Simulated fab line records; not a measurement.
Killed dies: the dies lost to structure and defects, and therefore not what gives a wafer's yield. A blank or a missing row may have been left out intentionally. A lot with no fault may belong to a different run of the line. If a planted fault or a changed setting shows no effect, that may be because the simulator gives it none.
8D (eight disciplines) problem report, filled in by code :: flow sky130 :: the parts of the form that need people (team, actions taken, sign-off) are left out

## 1. PROBLEM STATEMENT
Mean of ramp_down_c_per_s at SKY_SD_N_RTA_14: 36.014 across 6 wafers in 2 lots; on wafers with no fault it is 90.002 (standard deviation 0.016). So: -99 or more standard deviations from the usual mean.
The step: time 2 s.
First seen on wafer L273.3, day 31 12:55, on rtp_anneal-02. At this step, 36 wafers from 12 lots have a number in the record. Rule for "out", or "out of limits": more than 4 standard deviations from the usual mean. The other wafers with a number count as sound.

## 2. WHAT THIS IS AND IS NOT
question: which readings at this step
is: ramp_down_c_per_s
is not: lamp_power_pct

question: which lots
is: L273, L274
is not: L262, L263, L264, L275, L277, L279, L281, L283, L284, L285

question: which wafers of those lots
is: all that have a number
is not: -

question: read on which tools
is: rtp_anneal-02
is not: rtp_anneal-01

question: when
is: from day 31 12:55
is not: up to then (9 sound wafers); but 21 sound wafers of L275, L277, L279, L281, L283, L284, L285 came after

## 3. THE SUSPECTS, EACH WITH WHAT RULES IT OUT
Counting: a tool at any process step up to the reading remains a suspect when it ran all the lots that are out and ran no sound lot after the first of those.
- rtp_anneal-02 at SKY_SD_N_RTA_14 (time 2 s): ruled out as a lasting fault. The sound lots L284 went through it after L273, its earliest lot that is out (day 31 12:55).
Left after counting: nothing in the record.

## 4. THE CAUSE (what the simulator had put in)
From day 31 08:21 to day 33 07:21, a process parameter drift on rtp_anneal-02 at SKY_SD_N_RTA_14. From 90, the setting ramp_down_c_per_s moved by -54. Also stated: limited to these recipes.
Counting ruled it out, wrongly.

## 5. SEQUENCE OF EFFECTS, ordered by route
Rows list readings where the struck wafers' mean (over those with a number) sits beyond 3 standard deviations from the usual. Scope: only readings with a usual standard deviation given in the record; hours: median across lots of the time from each lot's start at the first step in this table that gives one to its start at this step; sigmas: change in usual standard deviations.
hours: 0
step: SKY_SD_N_RTA_14
reading: ramp_down_c_per_s
usual: 90.002
on struck wafers: 36.014
change: -53.988
sigmas: -99 or more
It contains these process steps:
- SKY_SD_N_RTA_14: time 2 s.

## 6. HOW IT WOULD HAVE BEEN CAUGHT EARLIER
The fault began at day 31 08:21; the first out-of-limits reading in this record came at day 31 12:55, 5 hours later.
